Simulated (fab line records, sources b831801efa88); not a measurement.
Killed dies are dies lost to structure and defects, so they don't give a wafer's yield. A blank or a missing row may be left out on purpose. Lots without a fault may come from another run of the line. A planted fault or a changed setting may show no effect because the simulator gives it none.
Which tool did it? | flow sky130 | 13 lots, 39 wafers sampled, at 7 steps of a route of 708

WHAT THE GAUGES READ, wafer by wafer
SKY_SONOS_TUNNEL_OVL_MEAS_08. Usual: SONOS_TUNNEL_OVL 0.4 nm, standard deviation 1.2.
lot  | measured     | on         | SONOS_TUNNEL_OVL (nm) | flag
L422 | day 11 09:28 | overlay-01 | -0.1 -0.8 -2.3        |
L423 | day 11 18:28 | overlay-01 | 0.9 -1.1 0.6          |
L425 | day 12 08:19 | overlay-02 | 1.7 1.0 0.5           |
L426 | day 12 17:52 | overlay-02 | 3.3 1.7 -0.3          |
L427 | day 13 04:07 | overlay-01 | 1.8 0.8 0.8           |
L428 | day 13 11:01 | overlay-02 | -0.2 0.8 0.8          |
L430 | day 14 00:49 | overlay-01 | -1.9 0.9 -0.3         |
L432 | day 14 22:00 | overlay-02 | 0.6 -0.5 2.1          |
L433 | day 15 02:37 | overlay-02 | 1.9 0.5 1.7           |
L435 | day 15 15:18 | overlay-02 | 0.0 2.1 1.2           |
L442 | day 18 04:24 | overlay-02 | 2.5 2.9 1.0           |
L443 | day 18 04:37 | overlay-02 | 0.8 0.0 0.5           |
L445 | day 18 19:33 | overlay-02 | 1.9 0.6 0.7           |

SKY_POLY_GATE_OVL_MEAS_14. Usual: POLY_GATE_OVL -2 nm, standard deviation 6.
lot  | measured     | on         | POLY_GATE_OVL (nm) | flag
L422 | day 16 05:07 | overlay-02 | 0 8 7              |
L423 | day 16 16:12 | overlay-01 | -3 2 -4            |
L425 | day 17 10:19 | overlay-01 | -7 4 6             |
L426 | day 17 22:43 | overlay-02 | 5 5 0              |
L427 | day 18 07:55 | overlay-02 | 1 3 5              |
L428 | day 18 11:19 | overlay-01 | 3 -13 -10          |
L430 | day 19 09:34 | overlay-02 | 0 -7 -3            |
L432 | day 20 10:43 | overlay-02 | 10 4 6             |
L433 | day 20 14:48 | overlay-01 | -5 -14 4           |
L435 | day 21 04:46 | overlay-02 | -10 -6 -14         |
L442 | day 23 16:43 | overlay-01 | 2 -5 1             |
L443 | day 23 19:09 | overlay-02 | 1 -4 1             |
L445 | day 24 08:27 | overlay-01 | -4 -1 -3           |

SKY_LDD_HVN_OVL_MEAS_07. Usual: LDD_HVN_OVL -2.4 nm, standard deviation 1.2.
lot  | measured     | on         | LDD_HVN_OVL (nm) | flag
L422 | day 20 01:18 | overlay-02 | -4.4 -5.7 -4.7   |
L423 | day 20 16:15 | overlay-01 | -2.2 -1.7 -1.6   |
L425 | day 21 08:18 | overlay-02 | -1.7 -2.9 -1.2   |
L426 | day 21 23:05 | overlay-02 | -3.9 -2.6 -2.4   |
L427 | day 22 08:03 | overlay-02 | -1.6 -0.6 -0.1   |
L428 | day 22 11:18 | overlay-02 | -4.4 -3.7 -3.8   |
L430 | day 23 09:10 | overlay-01 | -3.0 -1.7 -0.6   |
L432 | day 24 10:52 | overlay-02 | -1.9 -1.0 -0.1   |
L433 | day 24 13:26 | overlay-01 | - - -            | OFF
L435 | day 25 01:54 | overlay-02 | -2.5 -3.6 -2.9   |
L442 | day 27 13:17 | overlay-02 | -2.0 -2.3 -4.4   |
L443 | day 27 14:45 | overlay-01 | -2.2 -3.3 -3.2   |
L445 | day 28 02:56 | overlay-01 | -1.7 -0.9 -1.3   |

SKY_LDD_HVN_TW_MEAS_10. Usual: LDD_HVN_TW 1432, standard deviation 12.
lot  | measured     | on            | LDD_HVN_TW     | flag
L422 | day 20 01:36 | film_metro-02 | 1441 1440 1444 |
L423 | day 20 16:32 | film_metro-04 | 1419 1420 1419 |
L425 | day 21 08:35 | film_metro-04 | 1437 1426 1435 |
L426 | day 21 23:23 | film_metro-04 | 1435 1435 1436 |
L427 | day 22 08:20 | film_metro-03 | 1447 1446 1440 |
L428 | day 22 11:35 | film_metro-04 | 1413 1418 1422 |
L430 | day 23 09:28 | film_metro-03 | 1441 1446 1444 |
L432 | day 24 11:09 | film_metro-03 | 1461 1457 1463 |
L433 | day 24 13:44 | film_metro-02 | 30 30 30       | OFF
L435 | day 25 02:11 | film_metro-02 | 1431 1442 1426 |
L442 | day 27 13:35 | film_metro-02 | 1432 1427 1433 |
L443 | day 27 15:02 | film_metro-02 | 1429 1434 1436 |
L445 | day 28 03:13 | film_metro-03 | 1437 1450 1449 |

SKY_LDD_LDN_OVL_MEAS_07. Usual: LDD_LDN_OVL -1.9 nm, standard deviation 1.3.
lot  | measured     | on         | LDD_LDN_OVL (nm) | flag
L422 | day 22 15:07 | overlay-02 | -0.4 -1.4 -1.6   |
L423 | day 23 06:00 | overlay-01 | -3.7 -2.8 -3.0   |
L425 | day 23 21:15 | overlay-02 | -2.5 -0.7 0.4    |
L426 | day 24 12:03 | overlay-02 | -2.7 -2.2 -4.7   |
L427 | day 24 20:38 | overlay-02 | -3.0 -2.8 -2.0   |
L428 | day 24 22:49 | overlay-02 | 0.7 -0.8 1.1     |
L430 | day 25 21:16 | overlay-02 | -3.3 -1.9 -2.3   |
L432 | day 26 21:36 | overlay-01 | -0.1 -1.7 1.1    |
L433 | day 27 00:15 | overlay-01 | -2.3 -0.3 -2.2   |
L435 | day 27 12:39 | overlay-01 | -2.3 -1.3 -3.4   |
L442 | day 29 22:02 | overlay-01 | -1.7 -3.9 -2.9   |
L443 | day 29 22:54 | overlay-02 | -0.8 -0.3 -1.6   |
L445 | day 30 11:30 | overlay-01 | -2.5 -4.7 -4.5   |

SKY_LDD_LDN_TW_MEAS_13. Usual: LDD_LDN_TW 1493, standard deviation 16.
lot  | measured     | on            | LDD_LDN_TW     | flag
L422 | day 22 15:52 | film_metro-02 | 1487 1486 1485 |
L423 | day 23 06:44 | film_metro-03 | 1484 1481 1488 |
L425 | day 23 21:59 | film_metro-03 | 1484 1486 1487 |
L426 | day 24 12:47 | film_metro-01 | 1523 1521 1512 |
L427 | day 24 21:23 | film_metro-03 | 1501 1504 1504 |
L428 | day 24 23:33 | film_metro-01 | 1514 1528 1515 |
L430 | day 25 22:00 | film_metro-03 | 1498 1496 1496 |
L432 | day 26 22:20 | film_metro-02 | 1468 1466 1463 |
L433 | day 27 00:59 | film_metro-01 | 1853 1848 1848 | OFF
L435 | day 27 13:23 | film_metro-03 | 1490 1480 1490 |
L442 | day 29 22:47 | film_metro-03 | 1499 1486 1497 |
L443 | day 29 23:38 | film_metro-03 | 1490 1489 1494 |
L445 | day 30 12:14 | film_metro-02 | 1478 1471 1466 |

WHICH TOOL RAN EACH LOT (tool, then ch and the chambers of the sampled wafers, then the start)
lot  | SKY_LDD_HVN_EXPOSE_04
L422 | iline_stepper-02 ch 0, day 19 10:27
L423 | iline_stepper-02 ch 0, day 20 01:01
L425 | iline_stepper-02 ch 0, day 20 17:48
L426 | iline_stepper-01 ch 0, day 21 07:26
L427 | iline_stepper-01 ch 0, day 21 17:20
L428 | iline_stepper-01 ch 0, day 21 20:46
L430 | iline_stepper-01 ch 0, day 22 17:55
L432 | iline_stepper-01 ch 0, day 23 20:15
L433 | iline_stepper-01 ch 0, day 23 22:35
L435 | iline_stepper-01 ch 0, day 24 11:44
L442 | iline_stepper-01 ch 0, day 26 23:08
L443 | iline_stepper-01 ch 0, day 27 00:23
L445 | iline_stepper-01 ch 0, day 27 12:37
- SKY_LDD_HVN_EXPOSE_04: exposes mask HVNTM, target cd 700 nm.

WHAT THE TOOLS THEMSELVES READ (means of the sampled wafers that have a number; where no wafer has one, the mark that the record gives instead)
SKY_LDD_HVN_EXPOSE_04. Usual: stage_vel_mm_s 499.97 mm/s, standard deviation 0.25.
lot  | tool             | stage_vel_mm_s (mm/s) | flag
L422 | iline_stepper-02 | 499.84                |
L423 | iline_stepper-02 | 500.00                |
L425 | iline_stepper-02 | 500.09                |
L426 | iline_stepper-01 | 500.13                |
L427 | iline_stepper-01 | 500.13                |
L428 | iline_stepper-01 | 499.79                |
L430 | iline_stepper-01 | 499.94                |
L432 | iline_stepper-01 | 500.01                |
L433 | iline_stepper-01 | 499.69                |
L435 | iline_stepper-01 | 499.64                |
L442 | iline_stepper-01 | 500.08                |
L443 | iline_stepper-01 | 500.22                |
L445 | iline_stepper-01 | 499.58                |

THE ANSWER, worked out from the rows above alone
Rule: a lot is off if the mean of its wafers that have a number lies more than 3 standard deviations from the usual mean. A lot without any number at a reading at which 4 lots or more have one is off too. The other lots that the step has rows for count as sound. The gauges are gone through in route order, then the tools' own readings, and for those a lot's mean is taken as printed above. The first step at which some lot is off is used, and at that step the reading that is off furthest; a lot without a number counts as furthest.
Off: L433, at SKY_LDD_HVN_OVL_MEAS_07 (LDD_HVN_OVL). Without a number there: L433.
A tool fits if, at a process step before that reading, it ran every lot that is off, and no sound lot after the first of them. The gauges at SKY_LDD_HVN_OVL_MEAS_07 aren't tried: what is off there is off at SKY_LDD_HVN_TW_MEAS_10 too, on other tools, and a gauge's error can't cause that. None of those tried fits.

WHAT THE SIMULATOR HAD PUT IN
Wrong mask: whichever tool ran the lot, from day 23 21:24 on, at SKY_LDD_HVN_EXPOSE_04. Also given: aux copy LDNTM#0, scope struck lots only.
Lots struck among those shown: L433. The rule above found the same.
